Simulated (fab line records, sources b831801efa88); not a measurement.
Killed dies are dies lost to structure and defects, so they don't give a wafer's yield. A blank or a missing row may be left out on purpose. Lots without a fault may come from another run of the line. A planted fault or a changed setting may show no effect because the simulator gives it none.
Which tool did it? | flow sky130 | 11 lots, 33 wafers sampled, at 4 steps of a route of 708

WHAT THE GAUGES READ, wafer by wafer
SKY_CONTACT_THK_MEAS_03.
lot  | measured     | on            | CONTACT_HDPCVD_THK (nm)
L842 | day 30 08:18 | film_metro-04 | 568 565 565
L844 | day 31 02:25 | film_metro-04 | 560 567 566
L845 | day 31 03:16 | film_metro-04 | 564 557 458 563 556 458
L854 | day 34 07:17 | film_metro-01 | 563 565 557
L855 | day 34 16:09 | film_metro-04 | 552 566 566
L856 | day 35 01:41 | film_metro-01 | 565 571 568
L857 | day 35 12:21 | film_metro-04 | 568 569 567
L858 | day 35 12:58 | film_metro-02 | 571 565 566
L860 | day 35 23:20 | film_metro-02 | 566 567 562
L859 | day 36 00:07 | film_metro-01 | 570 567 570
L862 | day 36 11:40 | film_metro-01 | 570 575 576

WHICH TOOL RAN EACH LOT (tool, then ch and the chambers of the sampled wafers, then the start)
lot  | SKY_SD_N_STRIP_11                    | SKY_LI_CONTACT_SPUTTER_19    | SKY_CONTACT_HDPCVD_02
L842 | plasma_asher-04 ch 0,1, day 27 20:05 | pvd_sputter-03, day 29 02:08 | hdpcvd-01 ch 0,1, day 30 08:14
L844 | plasma_asher-02 ch 0,1, day 28 14:05 | pvd_sputter-04, day 29 20:14 | hdpcvd-02 ch 0,1, day 31 02:20
L845 | plasma_asher-01 ch 0,1, day 28 15:08 | pvd_sputter-04, day 29 21:34 | hdpcvd-02 ch 0,1,2, day 31 03:12
L854 | plasma_asher-02 ch 0,1, day 31 20:50 | pvd_sputter-04, day 33 01:35 | hdpcvd-01 ch 0,2, day 34 07:13
L855 | plasma_asher-02 ch 0,1, day 32 07:20 | pvd_sputter-02, day 33 11:58 | hdpcvd-01 ch 0,1,2, day 34 16:05
L856 | plasma_asher-04 ch 0,1, day 32 15:08 | pvd_sputter-02, day 33 20:39 | hdpcvd-02 ch 1,2, day 35 01:37
L857 | plasma_asher-02 ch 0,1, day 33 01:41 | pvd_sputter-03, day 34 07:10 | hdpcvd-02 ch 0,1,2, day 35 12:17
L858 | plasma_asher-02 ch 0,1, day 33 02:25 | pvd_sputter-04, day 34 07:40 | hdpcvd-01 ch 0,2, day 35 12:52
L860 | plasma_asher-01 ch 0,1, day 33 13:35 | pvd_sputter-04, day 34 18:20 | hdpcvd-01 ch 1,2, day 35 23:16
L859 | plasma_asher-01 ch 0,1, day 33 14:25 | pvd_sputter-02, day 34 19:14 | hdpcvd-02 ch 1,2, day 36 00:02
L862 | plasma_asher-02 ch 0,1, day 34 02:50 | pvd_sputter-04, day 35 07:19 | hdpcvd-02 ch 0,1,2, day 36 11:35
- SKY_SD_N_STRIP_11: strips in O2/N2.
- SKY_LI_CONTACT_SPUTTER_19: material Ti, target thk 20 nm, time 106.37 s.
- SKY_CONTACT_HDPCVD_02: deposits SiO2, target thk 565 nm, time 94.2 s.

THE ANSWER, worked out from the rows above alone
Rule: what is usual is taken from the lots themselves. Put in order of their means at a reading, lots are off if they are a third of the lots or fewer, leave a main group of 4 or more, and stand apart from it by a gap of 3 or more times the standard deviation of the main group's means; of several such gaps the widest counts. A main group whose means are all the same, to the digits that the tables above print for the reading, isn't used. A lot without any number at a reading at which 4 lots or more have one is off too. The other lots that the step has rows for count as sound.
Off: L845, at SKY_CONTACT_THK_MEAS_03 (CONTACT_HDPCVD_THK). The main group: mean 566 nm, standard deviation 3.5.
A tool fits if, at a process step before that reading, it ran every lot that is off, and no sound lot after the first of them. The gauges at SKY_CONTACT_THK_MEAS_03 are tried like those tools. None of those tried fits.

WHAT THE SIMULATOR HAD PUT IN
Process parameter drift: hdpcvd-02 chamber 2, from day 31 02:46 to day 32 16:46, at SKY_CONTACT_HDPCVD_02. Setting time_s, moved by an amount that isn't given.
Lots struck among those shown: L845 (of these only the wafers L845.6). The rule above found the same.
